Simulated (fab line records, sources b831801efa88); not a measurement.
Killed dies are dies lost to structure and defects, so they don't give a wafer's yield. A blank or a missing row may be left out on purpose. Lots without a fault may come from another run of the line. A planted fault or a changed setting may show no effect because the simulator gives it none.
Tool commonality check | flow gf180mcu | 14 lots, 42 wafers sampled

WHY IT WAS OPENED
At GF_HV_LDD_TW_MEAS_23 the reading HV_LDD_2_TW is flagged on 2 of 14 lots. Wafers without a fault read 1058, standard deviation 6.2.
Rule: a lot is flagged when every wafer of it that has a number lies more than 4 standard deviations from that mean, or none has a number. The other lots count as sound.

lot  | measured     | on            | HV_LDD_2_TW, wafer by wafer | flag
L293 | day 10 20:20 | film_metro-04 | 1057 1048 1054              |
L294 | day 11 03:56 | film_metro-02 | 1054 1054 1053              |
L295 | day 11 07:17 | film_metro-01 | 1066 1065 1063              |
L296 | day 11 19:08 | film_metro-04 | 1061 1060 1059              |
L297 | day 12 01:13 | film_metro-04 | 1052 1054 1050              |
L300 | day 13 04:44 | film_metro-04 | 1057 1055 1049              |
L301 | day 13 07:58 | film_metro-04 | 1055 1055 1050              |
L303 | day 14 03:57 | film_metro-01 | 1056 1066 1066              |
L304 | day 14 13:21 | film_metro-01 | 1067 1069 1063              |
L306 | day 14 23:17 | film_metro-02 | 1054 1052 1054              |
L311 | day 16 13:00 | film_metro-04 | 1049 1053 1056              |
L312 | day 17 01:50 | film_metro-04 | 1112 1106 1109              | FLAGGED
L313 | day 17 05:42 | film_metro-02 | 1115 1112 1115              | FLAGGED
L316 | day 18 03:13 | film_metro-01 | 1060 1057 1066              |
The numbers of the flagged lots are 1112 on average: +54 against the usual, or +9 standard deviations.

WHICH TOOL RAN EACH LOT
The record holds 1 process step before the reading, out of a route of 602 steps. In each cell: the tool, then ch and the chambers that the sampled wafers went through, then the start.
lot  | flag    | GF_HV_LDD_IMPLANT_21
L293 |         | implanter-01 ch 0, day 10 20:05
L294 |         | implanter-01 ch 0, day 11 03:41
L295 |         | implanter-01 ch 0, day 11 07:02
L296 |         | implanter-04 ch 0, day 11 18:53
L297 |         | implanter-01 ch 0, day 12 00:58
L300 |         | implanter-02 ch 0, day 13 04:29
L301 |         | implanter-04 ch 0, day 13 07:45
L303 |         | implanter-02 ch 0, day 14 03:44
L304 |         | implanter-01 ch 0, day 14 13:06
L306 |         | implanter-02 ch 0, day 14 23:02
L311 |         | implanter-04 ch 0, day 16 12:45
L312 | FLAGGED | implanter-02 ch 0, day 17 01:35
L313 | FLAGGED | implanter-02 ch 0, day 17 05:27
L316 |         | implanter-04 ch 0, day 18 02:58
What these steps do:
- GF_HV_LDD_IMPLANT_21
- GF_HV_LDD_TW_MEAS_23

FLAGGED OVER TOTAL, TOOL BY TOOL (the gauges that took the reading come last)
step                 | tool          | lots run | flagged | share of the flagged lots | sound lots run after its first flagged lot
GF_HV_LDD_IMPLANT_21 | implanter-01  | 5        | 0       | none                      | -
GF_HV_LDD_IMPLANT_21 | implanter-02  | 5        | 2       | all                       | 0
GF_HV_LDD_IMPLANT_21 | implanter-04  | 4        | 0       | none                      | -
GF_HV_LDD_TW_MEAS_23 | film_metro-01 | 4        | 0       | none                      | -
GF_HV_LDD_TW_MEAS_23 | film_metro-02 | 3        | 1       | some                      | 0
GF_HV_LDD_TW_MEAS_23 | film_metro-04 | 7        | 1       | some                      | 0

WHAT THE TABLE ALLOWS
1 row of the table ran every flagged lot: implanter-02 at GF_HV_LDD_IMPLANT_21.
- implanter-02 at GF_HV_LDD_IMPLANT_21: 2 of its 5 lots flagged. Its last sound lot is L306 (day 14 23:02), its first flagged lot L312 (day 17 01:35): a fault that began between those two fits. Its own readings lie more than 4 standard deviations out on every wafer of the flagged lots: dose_ions_cm2, faraday_current_uA.
One tool is left: implanter-02 at GF_HV_LDD_IMPLANT_21.

WHAT THE SIMULATOR HAD PUT IN
Process parameter drift: implanter-02, from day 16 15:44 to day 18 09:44, at GF_HV_LDD_IMPLANT_21. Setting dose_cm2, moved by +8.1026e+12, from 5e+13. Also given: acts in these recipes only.
Lots struck among those shown: L312, L313. The rule above found the same.
